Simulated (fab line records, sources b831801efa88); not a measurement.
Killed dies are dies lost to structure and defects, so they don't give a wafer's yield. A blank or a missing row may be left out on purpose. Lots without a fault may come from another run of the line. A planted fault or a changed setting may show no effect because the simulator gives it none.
fab line records | flow gf180mcu
record lots=5 wafers=15 last_day=31
route steps=602 shown M4@458 V4@476
lots that met no fault: from a run of the same line without faults
start_h: hours from the record's first day to the start of the lot's first wafer shown | wait_h: hours since the lot's step before | " the same as in the row above | L1.1+2: a row that stands for several wafers | - no value, or no start given | * or withheld: withheld | < > ~ a bound
route shown NAME@n: a module of which the file shows steps, and the number in the route of the first | usual: mean/standard deviation of fault-free wafers | same: alike in all rows | chamber/n: place in a boat | sites: the reading at each site | _std_site: their standard deviation | _edge_site: outer sites' mean less inner sites' | radius_mm: how far each site lies from the wafer's centre | mask NAME#n: copy n | behind: the tool/chamber that last shaped the wafer | hold: why the lot was held/for how many hours/how that ended | device: the transistor (n, p or np) that didn't switch | end of line: the same wafers' tests at the end of the route | a step without rows: its recipe alone | killed: dies lost to structure and defects at the first sort, not the wafer's yield | map: a wafer's dies, x killed, . not, _ none there
set.NAME: the setting as run; set.NAME@STEP: as run at that earlier step | model.NAME: the simulator's own value behind a step, which no gauge read
lots at some steps of the route; a table a step, a row a wafer
services: from which hour (start_h, from the record's first day; less than 0 if before it) a tool's chamber was out of use, for how many hours, and why
## steps
# step GF_M4_SPUTTER_02
# recipe material=AlCu target_thk_nm=450 power_w=10600 time_s=23.9 chamber_pressure_pa=0.4
# usual throttle_valve_pct=29.7/1.1
# columns lot.wafer tool chamber start_h wait_h throttle_valve_pct
L075.2 pvd_sputter-04 - 523.35 0.0 28.9
L075.4 " - " " 30.7
L075.6 " - " " 30.1
L076.3 pvd_sputter-03 - 531.87 0.0 28.1
L076.4 " - " " 30.4
L076.5 " - " " 27.9
L078.1 pvd_sputter-04 - 550.61 0.0 29.6
L078.3 " - " " 29.8
L078.4 " - " " 28.9
L082.2 pvd_sputter-03 - 584.11 0.0 28.0
L082.5 " - " " 30.3
L082.6 " - " " 30.3
L085.3 pvd_sputter-01 - 611.78 0.0 28.1
L085.4 " - " " 28.8
L085.6 " - " " 30.5
# step GF_M4_SPUTTER_03
# recipe material=Ti target_thk_nm=10 substrate_temp_c=300 chamber_pressure_pa=0.3 power_w=3000 time_s=6.7
# usual throttle_valve_pct=29.7/1.1
# columns lot.wafer tool chamber start_h wait_h throttle_valve_pct
L075.2 pvd_sputter-04 - 523.38 0.0 28.6
L075.4 " - " " 30.8
L075.6 " - " " 30.0
L076.3 pvd_sputter-03 - 531.90 0.0 28.0
L076.4 " - " " 30.5
L076.5 " - " " 28.1
L078.1 pvd_sputter-04 - 550.64 0.0 29.2
L078.3 " - " " 30.0
L078.4 " - " " 28.9
L082.2 pvd_sputter-03 - 584.14 0.0 28.0
L082.5 " - " " 30.2
L082.6 " - " " 30.5
L085.3 pvd_sputter-01 - 611.81 0.0 27.7
L085.4 " - " " 29.1
L085.6 " - " " 30.4
# step GF_M4_SPUTTER_04
# recipe material=TiN target_thk_nm=50 power_w=6500 time_s=41.7 chamber_pressure_pa=0.4
# usual throttle_valve_pct=29.7/1.1
# columns lot.wafer tool chamber start_h wait_h throttle_valve_pct
L075.2 pvd_sputter-04 - 523.40 0.0 28.6
L075.4 " - " " 30.5
L075.6 " - " " 30.0
L076.3 pvd_sputter-03 - 531.93 0.0 28.0
L076.4 " - " " 30.2
L076.5 " - " " 27.9
L078.1 pvd_sputter-04 - 550.66 0.0 29.7
L078.3 " - " " 29.9
L078.4 " - " " 28.4
L082.2 pvd_sputter-03 - 584.16 0.0 28.2
L082.5 " - " " 30.5
L082.6 " - " " 30.5
L085.3 pvd_sputter-01 - 611.83 0.0 27.8
L085.4 " - " " 29.1
L085.6 " - " " 30.6
# step GF_M4_RS_MEAS_05
# recipe thk_meas_gauge=four-point-probe reads=TiN_of_M4_SPUTTER_04+Ti_of_M4_SPUTTER_03+AlCu_of_M4_SPUTTER_02+TiN_of_M4_SPUTTER_01+Ti_of_M4_SPUTTER_00
# usual M4_ALCU_RS=0.0696/0.00076
# columns lot.wafer tool chamber start_h wait_h M4_ALCU_RS[ohm/sq]
L075.2 film_metro-04 - 523.46 0.0 0.0690
L075.4 " - " " 0.0693
L075.6 " - " " 0.0690
L076.3 film_metro-04 - 532.00 0.1 0.0701
L076.4 " - " " 0.0694
L076.5 " - " " 0.0708
L078.1 film_metro-01 - 550.70 0.0 0.0685
L078.3 " - " " 0.0684
L078.4 " - " " 0.0687
L082.2 film_metro-04 - 584.22 0.0 0.0697
L082.5 " - " " 0.0693
L082.6 " - " " 0.0702
L085.3 film_metro-04 - 611.91 0.1 0.0698
L085.4 " - " " 0.0702
L085.6 " - " " 0.0701
# step GF_M4_THK_MEAS_06
# recipe thk_meas_gauge=xrf reads=AlCu_of_M4_SPUTTER_02
# usual M4_ALCU_THK=450/5.1
# columns lot.wafer tool chamber start_h wait_h M4_ALCU_THK[nm]
L075.2 film_metro-04 - 523.57 0.1 457
L075.4 " - " " 453
L075.6 " - " " 457
L076.3 film_metro-04 - 532.10 0.1 447
L076.4 " - " " 450
L076.5 " - " " 444
L078.1 film_metro-01 - 550.82 0.1 462
L078.3 " - " " 460
L078.4 " - " " 461
L082.2 film_metro-04 - 584.33 0.1 448
L082.5 " - " " 455
L082.6 " - " " 448
L085.3 film_metro-04 - 612.01 0.1 450
L085.4 " - " " 449
L085.6 " - " " 447
# step GF_M4_DEHYDRATE_07
# recipe temp_c=200 time_s=60
# columns lot.wafer tool chamber start_h wait_h
L075.2+4+6 litho_track-03 0 534.17 10.6
L076.3+4+5 litho_track-04 0 542.80 10.7
L078.1+3+4 litho_track-01 0 561.29 10.5
L082.2+5+6 litho_track-01 0 593.71 9.4
L085.3+4+6 litho_track-04 0 621.85 9.8
# step GF_M4_HMDS_08
# recipe prime_time_s=60 prime_temp_c=120
# columns lot.wafer tool chamber start_h wait_h
L075.2+4+6 litho_track-03 0 534.32 0.1
L076.3+4+5 litho_track-04 0 542.95 0.1
L078.1+3+4 litho_track-01 0 561.44 0.1
L082.2+5+6 litho_track-01 0 593.86 0.1
L085.3+4+6 litho_track-04 0 622.00 0.1
# step GF_M4_COAT_09
# recipe resist=KrF spin_rpm=withheld resist_thk_nm=1019
# columns lot.wafer tool chamber start_h wait_h
L075.2+4+6 litho_track-03 0 534.47 0.1
L076.3+4+5 litho_track-04 0 543.10 0.1
L078.1+3+4 litho_track-01 0 561.59 0.1
L082.2+5+6 litho_track-01 0 594.01 0.1
L085.3+4+6 litho_track-04 0 622.15 0.1
# step GF_M4_SOFTBAKE_10
# recipe temp_c=130 time_s=60 resist=KrF
# columns lot.wafer tool chamber start_h wait_h
L075.2+4+6 litho_track-03 0 534.62 0.1
L076.3+4+5 litho_track-04 0 543.25 0.1
L078.1+3+4 litho_track-01 0 561.74 0.1
L082.2+5+6 litho_track-01 0 594.16 0.1
L085.3+4+6 litho_track-04 0 622.30 0.1
# step GF_M4_EXPOSE_11
# recipe mask_id=Metal4 target_cd_nm=280 na=0.68 source_shape=conventional sigma_outer=0.6 dose_mj=28
# usual stage_vel_mm_s=499.96/0.28
# columns lot.wafer tool chamber start_h wait_h mask stage_vel_mm_s
L075.2 krf_scanner-02 0 - - Metal4#0 499.95
L075.4 " 0 " " Metal4#0 500.05
L075.6 " 0 " " Metal4#0 499.84
L076.3 krf_scanner-02 0 - - Metal4#0 500.01
L076.4 " 0 " " Metal4#0 500.27
L076.5 " 0 " " Metal4#0 500.11
L078.1 krf_scanner-02 0 - - Metal4#0 500.41
L078.3 " 0 " " Metal4#0 499.91
L078.4 " 0 " " Metal4#0 500.53
L082.2 krf_scanner-01 0 - - Metal4#0 499.80
L082.5 " 0 " " Metal4#0 500.24
L082.6 " 0 " " Metal4#0 500.13
L085.3 krf_scanner-02 0 - - Metal4#0 499.58
L085.4 " 0 " " Metal4#0 499.75
L085.6 " 0 " " Metal4#0 499.89
# step GF_M4_PEB_12
# recipe peb_temp_c=135 peb_time_s=90 resist=KrF
# same peb_time_s=90
# columns lot.wafer tool chamber start_h wait_h
L075.2+4+6 litho_track-01 0 - -
L076.3+4+5 litho_track-04 0 - -
L078.1+3+4 litho_track-04 0 - -
L082.2+5+6 litho_track-03 0 - -
L085.3+4+6 litho_track-01 0 - -
# step GF_M4_DEVELOP_13
# recipe develop_time_s=60 dev_temp_c=21
# columns lot.wafer tool chamber start_h wait_h
L075.2+4+6 litho_track-01 0 545.56 0.2
L076.3+4+5 litho_track-04 0 554.20 0.1
L078.1+3+4 litho_track-04 0 572.75 0.2
L082.2+5+6 litho_track-03 0 604.42 0.2
L085.3+4+6 litho_track-01 0 632.38 0.1
# step GF_M4_CD_MEAS_14
# recipe target_cd_nm=280
# usual cd_nm=280.0/1.2
# columns lot.wafer tool chamber start_h wait_h cd_nm
L075.2 cd_sem-01 - 545.71 0.1 280.1
L075.4 " - " " 280.8
L075.6 " - " " 280.3
L076.3 cd_sem-02 - 554.34 0.1 279.8
L076.4 " - " " 279.3
L076.5 " - " " 280.4
L078.1 cd_sem-01 - 572.90 0.1 280.9
L078.3 " - " " 280.1
L078.4 " - " " 281.5
L082.2 cd_sem-01 - 604.57 0.1 277.8
L082.5 " - " " 279.2
L082.6 " - " " 279.1
L085.3 cd_sem-01 - 632.52 0.1 281.4
L085.4 " - " " 281.6
L085.6 " - " " 282.9
# step GF_M4_OVL_MEAS_15
# usual M4_OVL=0/4.6
# columns lot.wafer tool chamber start_h wait_h M4_OVL[nm]
L075.2 overlay-01 - 545.81 0.1 -11
L075.4 " - " " -2
L075.6 " - " " -4
L076.3 overlay-02 - 554.43 0.1 7
L076.4 " - " " 8
L076.5 " - " " 9
L078.1 overlay-02 - 573.02 0.1 -2
L078.3 " - " " 0
L078.4 " - " " 1
L082.2 overlay-02 - 604.67 0.1 -6
L082.5 " - " " 0
L082.6 " - " " -2
L085.3 overlay-01 - 632.62 0.1 -3
L085.4 " - " " 2
L085.6 " - " " 0
# step GF_M4_METAL_ETCH_16
# recipe chemistry=Cl2/BCl3 mask_material=KrF target_depth_nm=750.8 stop_on=SiO2 pressure_mtorr=8 icp_w=800 bias_w=140 Cl2_flow_sccm=80 bcl3_flow_sccm=40 time_s=125.1
# usual drypump_motor_current_A=5.7/0.46 oes_product_au=0.989/0.0052 throttle_valve_pct=28.232/0.0089
# columns lot.wafer tool chamber start_h wait_h drypump_motor_current_A oes_product_au rf_hours_counter_h throttle_valve_pct
L075.2 rie_metal-04 1 545.84 0.0 6.0 0.992 4 28.246
L075.4 " 0 " " 5.1 0.999 - 28.221
L075.6 " 1 " " 6.0 0.993 - 28.223
L076.3 rie_metal-01 0 554.50 0.1 5.3 0.984 - 28.229
L076.4 " 1 " " 6.3 1.000 - 28.211
L076.5 " 0 " " 5.3 0.995 - 28.223
L078.1 rie_metal-01 1 573.06 0.0 6.3 0.997 11 28.240
L078.3 " 1 " " 6.3 0.994 - 28.226
L078.4 " 0 " " 5.4 1.002 - 28.232
L082.2 rie_metal-04 1 604.70 0.0 6.0 0.992 5 28.227
L082.5 " 0 " " 5.2 0.988 - 28.242
L082.6 " 1 " " 6.0 0.980 - 28.217
L085.3 rie_metal-03 1 632.68 0.1 6.1 0.982 - 28.254
L085.4 " 0 " " 5.5 0.993 - 28.239
L085.6 " 1 " " 6.1 0.980 - 28.249
# step GF_M4_STRIP_17
# recipe chemistry=O2/N2 power_w=1400 pressure_mtorr=1500 platen_temp_c=250 o2_flow_sccm=3000 n2_flow_sccm=300 overash_fraction=0.5
# usual drypump_motor_current_A=6.3/0.35 heater_power_w=336/46 oes_product_au=0.546/0.0048 strip_time_to_endpoint_s=7.59/0.042
# same overash_fraction=0.5
# columns lot.wafer tool chamber start_h wait_h drypump_motor_current_A heater_power_w oes_product_au rf_hours_counter_h strip_time_to_endpoint_s
L075.2 plasma_asher-04 0 545.97 0.1 6.1 328 0.543 12 7.62
L075.4 " 1 " " 6.1 376 0.549 - 7.56
L075.6 " 1 " " 6.1 380 0.543 - 7.61
L076.3 plasma_asher-01 1 554.62 0.1 6.6 269 0.549 - 7.56
L076.4 " 0 " " 6.3 380 0.544 - 7.55
L076.5 " 1 " " 6.6 271 0.547 - 7.59
L078.1 plasma_asher-01 1 573.19 0.1 6.5 273 0.547 75 7.59
L078.3 " 0 " " 6.3 382 0.544 - 7.63
L078.4 " 1 " " 6.5 269 0.551 - 7.60
L082.2 plasma_asher-01 0 604.83 0.1 6.3 383 0.547 78 7.59
L082.5 " 1 " " 6.6 266 0.543 - 7.52
L082.6 " 0 " " 6.2 396 0.542 - 7.58
L085.3 plasma_asher-01 0 632.80 0.1 6.2 384 0.546 - 7.63
L085.4 " 1 " " 6.6 271 0.542 - 7.55
L085.6 " 1 " " 6.6 273 0.535 - 7.63
# step GF_M4_STRIP_18
# recipe chemistry=post_etch_residue_remover time_s=1200 temp_c=72.5
# columns lot.wafer tool chamber start_h wait_h
L075.2+4+6 wet_bench-03 3 546.07 0.1
L076.3+4+5 wet_bench-04 0 554.69 0.0
L078.1+3+4 wet_bench-04 2 573.29 0.1
L082.2+5+6 wet_bench-04 2 604.93 0.1
L085.3+4+6 wet_bench-04 3 632.87 0.0
# step GF_M4_CLEAN_19
# recipe chemistry=DIW dry=n2_spin
# columns lot.wafer tool chamber start_h wait_h
L075.2+4+6 wet_bench-02 3 546.41 0.0
L076.3+4+5 wet_bench-03 2 555.09 0.0
L078.1+3+4 wet_bench-03 0 573.63 0.0
L082.2+5+6 wet_bench-03 1 605.27 0.0
L085.3+4+6 wet_bench-04 0 633.24 0.0
# step GF_V4_CVD_00
# recipe material=SiO2 target_thk_nm=600 sigma_open_frac=0.3 temp_c=400 time_s=100 sih4_flow_sccm=60 pressure_mtorr=6
# columns lot.wafer tool chamber start_h wait_h
L075.2+4+6 hdpcvd-02 2,2,0 546.50 0.0
L076.3+4+5 hdpcvd-02 0,2,1 555.19 0.0
L078.1+3+4 hdpcvd-02 2,1,2 573.72 0.0
L082.2+5+6 hdpcvd-01 0,1,2 605.36 0.0
L085.3+4+6 hdpcvd-02 1,1,2 633.34 0.0
# step GF_V4_THK_MEAS_01
# recipe reads=SiO2_of_V4_CVD_00
# usual V4_CVD_00_THK=600/5.2
# columns lot.wafer tool chamber start_h wait_h V4_CVD_00_THK[nm]
L075.2 film_metro-02 - 546.59 0.0 598
L075.4 " - " " 599
L075.6 " - " " 600
L076.3 film_metro-02 - 555.29 0.1 600
L076.4 " - " " 596
L076.5 " - " " 598
L078.1 film_metro-02 - 573.79 0.0 599
L078.3 " - " " 601
L078.4 " - " " 605
L082.2 film_metro-02 - 605.45 0.0 601
L082.5 " - " " 602
L082.6 " - " " 607
L085.3 film_metro-03 - 633.43 0.1 600
L085.4 " - " " 596
L085.6 " - " " 601
# step GF_V4_CVD_02
# recipe material=SiO2 target_thk_nm=850 precursor=TEOS temp_c=400 time_s=94.851 rf_w=600
# usual heater_power_w=668/110
# columns lot.wafer tool chamber start_h wait_h heater_power_w
L075.2 pecvd-03 0 546.64 0.0 838
L075.4 " 2 " " 726
L075.6 " 0 " " 660
L076.3 pecvd-02 1 555.33 0.0 705
L076.4 " 1 " " 557
L076.5 " 0 " " 576
L078.1 pecvd-03 1 573.85 0.1 675
L078.3 " 0 " " 825
L078.4 " 1 " " 718
L082.2 pecvd-01 0 605.50 0.0 432
L082.5 " 1 " " 580
L082.6 " 2 " " 656
L085.3 pecvd-01 2 633.47 0.0 782
L085.4 " 2 " " 650
L085.6 " 0 " " 497
# step GF_V4_THK_MEAS_03
# recipe reads=SiO2_of_V4_CVD_02
# usual V4_CVD_02_THK=848/11
# columns lot.wafer tool chamber start_h wait_h V4_CVD_02_THK[nm]
L075.2 film_metro-01 - 546.72 0.0 833
L075.4 " - " " 867
L075.6 " - " " 850
L076.3 film_metro-03 - 555.42 0.1 857
L076.4 " - " " 863
L076.5 " - " " 860
L078.1 film_metro-03 - 573.92 0.0 841
L078.3 " - " " 843
L078.4 " - " " 842
L082.2 film_metro-03 - 605.58 0.0 836
L082.5 " - " " 856
L082.6 " - " " 856
L085.3 film_metro-01 - 633.56 0.1 848
L085.4 " - " " 856
L085.6 " - " " 841
# step GF_V4_CMP_04
# recipe material=SiO2 down_force_psi=4 platen_rpm=60 pad_velocity_m_s=0.94248
# usual motor_current_A=11.8/0.74 time_to_endpoint_s=76/4.5
# columns lot.wafer tool chamber start_h wait_h motor_current_A time_to_endpoint_s
L075.4 cmp-01 2 546.87 0.1 13.3 87
L075.2 " 3 " " 12.1 73
L075.6 " 0 " " 10.5 79
L076.4 cmp-01 2 555.46 0.0 13.1 81
L076.3 " 1 " " 12.5 75
L076.5 " 2 " " 12.8 80
L078.3 cmp-01 0 574.29 0.3 10.7 75
L078.4 " 1 " " 12.1 72
L078.1 " 3 " " 11.9 74
L082.2 cmp-01 1 605.96 0.4 12.3 67
L082.6 " 0 " " 10.4 76
L082.5 " 1 " " 12.5 78
L085.3 cmp-02 3 633.70 0.1 11.9 79
L085.4 " 0 " " 12.1 79
L085.6 " 1 " " 11.3 73
# step GF_V4_BOW_MEAS_05
# recipe mode=bow
# usual V4_BOW=137/8.6
# columns lot.wafer tool chamber start_h wait_h V4_BOW[um]
L075.2 film_metro-03 - 547.09 0.1 131
L075.4 " - " " 125
L075.6 " - " " 123
L076.3 film_metro-03 - 555.80 0.1 139
L076.4 " - " " 136
L076.5 " - " " 138
L078.1 film_metro-02 - 574.59 0.1 150
L078.3 " - " " 140
L078.4 " - " " 140
L082.2 film_metro-02 - 606.23 0.2 133
L082.5 " - " " 146
L082.6 " - " " 143
L085.3 film_metro-03 - 633.94 0.2 127
L085.4 " - " " 114
L085.6 " - " " 125
# step GF_V4_DEHYDRATE_06
# recipe temp_c=200 time_s=60
# columns lot.wafer tool chamber start_h wait_h
L075.2+4+6 litho_track-01 0 557.81 10.7
L076.3+4+5 litho_track-02 0 566.62 10.8
L078.1+3+4 litho_track-02 0 585.22 10.6
L082.2+5+6 litho_track-01 0 616.01 9.8
L085.3+4+6 litho_track-03 0 643.40 9.4
# step GF_V4_HMDS_07
# recipe prime_time_s=60 prime_temp_c=120
# columns lot.wafer tool chamber start_h wait_h
L075.2+4+6 litho_track-01 0 557.96 0.1
L076.3+4+5 litho_track-02 0 566.77 0.1
L078.1+3+4 litho_track-02 0 585.37 0.1
L082.2+5+6 litho_track-01 0 616.16 0.1
L085.3+4+6 litho_track-03 0 643.55 0.1
# step GF_V4_COAT_08
# recipe resist=BARC temp_c=withheld time_s=withheld spin_rpm=withheld resist_thk_nm=withheld
# columns lot.wafer tool chamber start_h wait_h
L075.2+4+6 litho_track-01 0 558.11 0.1
L076.3+4+5 litho_track-02 0 566.92 0.1
L078.1+3+4 litho_track-02 0 585.52 0.1
L082.2+5+6 litho_track-01 0 616.31 0.1
L085.3+4+6 litho_track-03 0 643.70 0.1
# step GF_V4_COAT_09
# recipe resist=KrF spin_rpm=withheld resist_thk_nm=1000
# columns lot.wafer tool chamber start_h wait_h
L075.2+4+6 litho_track-01 0 - -
L076.3+4+5 litho_track-02 0 - -
L078.1+3+4 litho_track-02 0 - -
L082.2+5+6 litho_track-01 0 - -
L085.3+4+6 litho_track-03 0 - -
# step GF_V4_SOFTBAKE_10
# recipe temp_c=130 time_s=60 resist=KrF
# columns lot.wafer tool chamber start_h wait_h
L075.2+4+6 litho_track-01 0 - -
L076.3+4+5 litho_track-02 0 - -
L078.1+3+4 litho_track-02 0 - -
L082.2+5+6 litho_track-01 0 - -
L085.3+4+6 litho_track-03 0 - -
# step GF_V4_EXPOSE_11
# recipe mask_id=Via4 target_cd_nm=260 na=0.68 source_shape=conventional sigma_outer=0.6 dose_mj=38
# usual stage_vel_mm_s=499.99/0.25
# columns lot.wafer tool chamber start_h wait_h mask stage_vel_mm_s
L075.2 krf_scanner-02 0 - - Via4#0 499.89
L075.4 " 0 " " Via4#0 499.90
L075.6 " 0 " " Via4#0 499.80
L076.3 krf_scanner-02 0 - - Via4#0 499.67
L076.4 " 0 " " Via4#0 500.08
L076.5 " 0 " " Via4#0 499.66
L078.1 krf_scanner-01 0 - - Via4#0 499.93
L078.3 " 0 " " Via4#0 499.99
L078.4 " 0 " " Via4#0 500.03
L082.2 krf_scanner-01 0 - - Via4#0 500.14
L082.5 " 0 " " Via4#0 499.91
L082.6 " 0 " " Via4#0 499.27
L085.3 krf_scanner-01 0 - - Via4#0 499.66
L085.4 " 0 " " Via4#0 500.04
L085.6 " 0 " " Via4#0 499.79
# step GF_V4_PEB_12
# recipe peb_temp_c=135 peb_time_s=90 resist=KrF
# same peb_time_s=90
# columns lot.wafer tool chamber start_h wait_h
L075.2+4+6 litho_track-01 0 - -
L076.3+4+5 litho_track-02 0 - -
L078.1+3+4 litho_track-03 0 - -
L082.2+5+6 litho_track-01 0 - -
L085.3+4+6 litho_track-01 0 - -
# step GF_V4_DEVELOP_13
# recipe develop_time_s=60 resist=KrF dev_temp_c=21
# columns lot.wafer tool chamber start_h wait_h
L075.2+4+6 litho_track-01 0 568.81 0.2
L076.3+4+5 litho_track-02 0 577.82 0.1
L078.1+3+4 litho_track-03 0 596.15 0.2
L082.2+5+6 litho_track-01 0 626.71 0.2
L085.3+4+6 litho_track-01 0 653.48 0.1
# step GF_V4_CD_MEAS_14
# recipe target_cd_nm=260
# usual cd_nm=260.0/1.3
# columns lot.wafer tool chamber start_h wait_h cd_nm
L075.2 cd_sem-02 - 568.96 0.1 262.5
L075.4 " - " " 261.6
L075.6 " - " " 261.6
L076.3 cd_sem-01 - 577.96 0.1 260.4
L076.4 " - " " 261.2
L076.5 " - " " 260.7
L078.1 cd_sem-01 - 596.30 0.1 259.6
L078.3 " - " " 259.3
L078.4 " - " " 260.2
L082.2 cd_sem-02 - 626.85 0.1 258.7
L082.5 " - " " 258.1
L082.6 " - " " 257.8
L085.3 cd_sem-02 - 653.62 0.1 260.6
L085.4 " - " " 261.4
L085.6 " - " " 260.6
# step GF_V4_OVL_MEAS_15
# usual V4_OVL=0/5.3
# columns lot.wafer tool chamber start_h wait_h V4_OVL[nm]
L075.2 overlay-01 - 569.06 0.1 -8
L075.4 " - " " 2
L075.6 " - " " -4
L076.3 overlay-01 - 578.05 0.1 1
L076.4 " - " " -2
L076.5 " - " " -5
L078.1 overlay-01 - 596.42 0.1 -8
L078.3 " - " " -10
L078.4 " - " " -13
L082.2 overlay-01 - 626.96 0.1 6
L082.5 " - " " 1
L082.6 " - " " 2
L085.3 overlay-01 - 653.72 0.1 5
L085.4 " - " " 4
L085.6 " - " " -6
# step GF_V4_ETCH_16
# recipe chemistry=N2/H2 target_depth_a=withheld overetch_a=withheld time_s=withheld target=BARC ion_energy_ev=200 source_w=500 bias_w=100 pressure_mtorr=30 n2_flow_sccm=100 h2_flow_sccm=200
# usual drypump_motor_current_A=5.6/0.47 h2_flow_sccm=200.0/0.65 oes_product_au=0.854/0.005 throttle_valve_pct=13.223/0.0087
# columns lot.wafer tool chamber start_h wait_h drypump_motor_current_A h2_flow_sccm oes_product_au throttle_valve_pct
L075.2 rie_diel-03 2 569.09 0.0 4.6 200.1 0.853 13.226
L075.4 " 1 " " 5.3 199.8 0.853 13.226
L075.6 " 0 " " 5.3 200.5 0.860 13.212
L076.3 rie_diel-04 1 578.08 0.0 5.4 200.8 0.852 13.234
L076.4 " 3 " " 6.1 199.0 0.860 13.226
L076.5 " 0 " " 6.3 199.7 0.853 13.244
L078.1 rie_diel-03 3 596.45 0.0 6.1 199.2 0.852 13.219
L078.3 " 0 " " 5.4 199.2 0.848 13.222
L078.4 " 3 " " 6.1 200.4 0.851 13.233
L082.2 rie_diel-04 3 626.99 0.0 6.1 200.6 0.857 13.225
L082.5 " 3 " " 6.1 199.5 0.851 13.213
L082.6 " 0 " " 6.2 200.8 0.852 13.216
L085.3 rie_diel-04 1 653.74 0.0 5.4 200.5 0.852 13.231
L085.4 " 2 " " 5.8 199.9 0.858 13.220
L085.6 " 2 " " 5.8 200.2 0.857 13.233
# step GF_V4_ETCH_17
# recipe chemistry=C4F8/O2/Ar mask_material=KrF target=SiO2 stop_on=TiN source_w=1500 bias_w=1200 pressure_mtorr=40 c4f8_flow_sccm=withheld O2_flow_sccm=6 Ar_flow_sccm=300 time_s=withheld target_depth_a=6300
# usual oes_product_au=0.864/0.0046
# columns lot.wafer tool chamber start_h wait_h oes_product_au
L075.2 rie_diel-03 2 - - 0.865
L075.4 " 1 " " 0.873
L075.6 " 0 " " 0.865
L076.3 rie_diel-04 1 - - 0.869
L076.4 " 3 " " 0.860
L076.5 " 0 " " 0.867
L078.1 rie_diel-03 3 - - 0.872
L078.3 " 0 " " 0.861
L078.4 " 3 " " 0.858
L082.2 rie_diel-04 3 - - 0.866
L082.5 " 3 " " 0.859
L082.6 " 0 " " 0.859
L085.3 rie_diel-04 1 - - 0.855
L085.4 " 2 " " 0.865
L085.6 " 2 " " 0.867
# step GF_V4_STRIP_18
# recipe chemistry=O2/N2 power_w=1400 pressure_mtorr=1500 platen_temp_c=250 o2_flow_sccm=3000 n2_flow_sccm=300 overash_fraction=0.5
# usual drypump_motor_current_A=5.7/0.78 heater_power_w=328/39 oes_product_au=0.592/0.0046
# same overash_fraction=0.5
# columns lot.wafer tool chamber start_h wait_h drypump_motor_current_A heater_power_w oes_product_au rf_hours_counter_h
L075.2 plasma_asher-02 1 569.22 - 5.5 343 0.592 50
L075.4 " 1 " " 5.4 347 0.594 -
L075.6 " 0 " " 6.7 321 0.584 -
L076.3 plasma_asher-01 1 578.24 - 6.6 263 0.593 -
L076.4 " 0 " " 6.3 392 0.582 -
L076.5 " 1 " " 6.6 266 0.598 -
L078.1 plasma_asher-03 1 596.58 - 4.6 367 0.591 96
L078.3 " 1 " " 4.6 371 0.595 -
L078.4 " 0 " " 5.2 287 0.594 -
L082.2 plasma_asher-02 0 627.12 - 6.7 334 0.583 56
L082.5 " 0 " " 6.7 330 0.591 -
L082.6 " 1 " " 5.4 334 0.594 -
L085.3 plasma_asher-03 1 653.90 - 4.6 370 0.595 -
L085.4 " 0 " " 5.2 282 0.593 -
L085.6 " 0 " " 5.2 284 0.597 -
# step GF_V4_STRIP_19
# recipe chemistry=post_etch_residue_remover time_s=1200 temp_c=72.5
# columns lot.wafer tool chamber start_h wait_h
L075.2+4+6 wet_bench-01 2 569.32 0.1
L076.3+4+5 wet_bench-03 2 578.30 0.0
L078.1+3+4 wet_bench-03 1 596.68 0.1
L082.2+5+6 wet_bench-04 0 627.22 0.1
L085.3+4+6 wet_bench-03 0 653.97 0.0
# step GF_V4_CLEAN_20
# recipe chemistry=DIW dry=n2_spin
# columns lot.wafer tool chamber start_h wait_h
L075.2+4+6 wet_bench-03 3 569.66 0.0
L076.3+4+5 wet_bench-01 0 578.65 0.0
L078.1+3+4 wet_bench-01 1 597.02 0.0
L082.2+5+6 wet_bench-03 0 627.59 0.0
L085.3+4+6 wet_bench-04 0 654.31 0.0
# step GF_V4_SPUTTER_21
# recipe material=Ti target_thk_nm=15 chamber_pressure_pa=5 power_w=2500 substrate_temp_c=200 time_s=80.02
# usual throttle_valve_pct=29.7/1
# columns lot.wafer tool chamber start_h wait_h throttle_valve_pct
L075.2 pvd_sputter-02 - 569.75 0.0 28.9
L075.4 " - " " 29.4
L075.6 " - " " 29.2
L076.3 pvd_sputter-02 - 578.74 0.0 30.8
L076.4 " - " " 29.2
L076.5 " - " " 28.6
L078.1 pvd_sputter-03 - 597.11 0.0 30.0
L078.3 " - " " 31.4
L078.4 " - " " 27.9
L082.2 pvd_sputter-02 - 627.70 0.0 30.7
L082.5 " - " " 29.4
L082.6 " - " " 30.9
L085.3 pvd_sputter-01 - 654.41 0.0 29.8
L085.4 " - " " 30.6
L085.6 " - " " 27.7
# step GF_V4_SPUTTER_22
# recipe material=TiN target_thk_nm=10 chamber_pressure_pa=5 power_w=4000 time_s=40
# usual throttle_valve_pct=29.7/1
# columns lot.wafer tool chamber start_h wait_h throttle_valve_pct
L075.2 pvd_sputter-02 - 569.81 0.0 28.7
L075.4 " - " " 29.6
L075.6 " - " " 29.3
L076.3 pvd_sputter-02 - 578.80 0.0 30.7
L076.4 " - " " 29.4
L076.5 " - " " 29.1
L078.1 pvd_sputter-03 - 597.18 0.0 30.2
L078.3 " - " " 31.5
L078.4 " - " " 28.2
L082.2 pvd_sputter-02 - 627.76 0.0 30.4
L082.5 " - " " 29.3
L082.6 " - " " 31.0
L085.3 pvd_sputter-01 - 654.47 0.0 29.8
L085.4 " - " " 30.5
L085.6 " - " " 27.7
# step GF_V4_CVD_23
# recipe material=W target_thk_nm=350 time_s=104.9 temp_c=400 pressure_torr=40
# usual heater_power_w=814/74
# columns lot.wafer tool chamber start_h wait_h heater_power_w
L075.2 cvd_w-01 1 569.85 0.0 850
L075.4 " 1 " " 873
L075.6 " 0 " " 829
L076.3 cvd_w-01 1 578.87 0.1 876
L076.4 " 0 " " 815
L076.5 " 1 " " 885
L078.1 cvd_w-02 0 597.23 0.0 676
L078.3 " 0 " " 687
L078.4 " 1 " " 887
L082.2 cvd_w-01 0 627.80 0.0 827
L082.5 " 1 " " 868
L082.6 " 0 " " 835
L085.3 cvd_w-01 1 654.55 0.1 878
L085.4 " 0 " " 824
L085.6 " 0 " " 823
## services
# columns tool chamber start_h hours kind
wet_bench-04 - 499.75 2.3 repair
plasma_asher-01 - 504.41 2.1 repair
pvd_sputter-02 - 508.25 0.9 repair
krf_scanner-02 - 511.78 4.4 pm
krf_scanner-01 - 516.15 4.4 pm
rie_diel-03 - 532.48 15.6 pm
krf_scanner-02 - 538.64 0.2 repair
krf_scanner-01 - 542.62 1.0 pm
cmp-01 - 542.70 2.3 repair
plasma_asher-01 - 553.24 1.3 repair
rie_diel-04 1 560.78 12.4 repair
pvd_sputter-01 - 562.10 11.0 repair
wet_bench-03 - 564.91 1.9 pm
krf_scanner-02 - 572.06 0.8 pm
krf_scanner-01 - 573.82 0.8 pm
pvd_sputter-02 - 574.70 1.9 repair
krf_scanner-02 - 593.04 1.3 pm
krf_scanner-01 - 594.63 0.6 repair
rie_diel-03 1 595.42 1.8 repair
pvd_sputter-01 - 600.53 6.9 repair
krf_scanner-02 - 608.75 1.0 pm
plasma_asher-01 - 613.98 14.6 pm
krf_scanner-01 - 625.88 0.2 repair
cmp-01 - 629.47 1.9 repair
## key
fault none
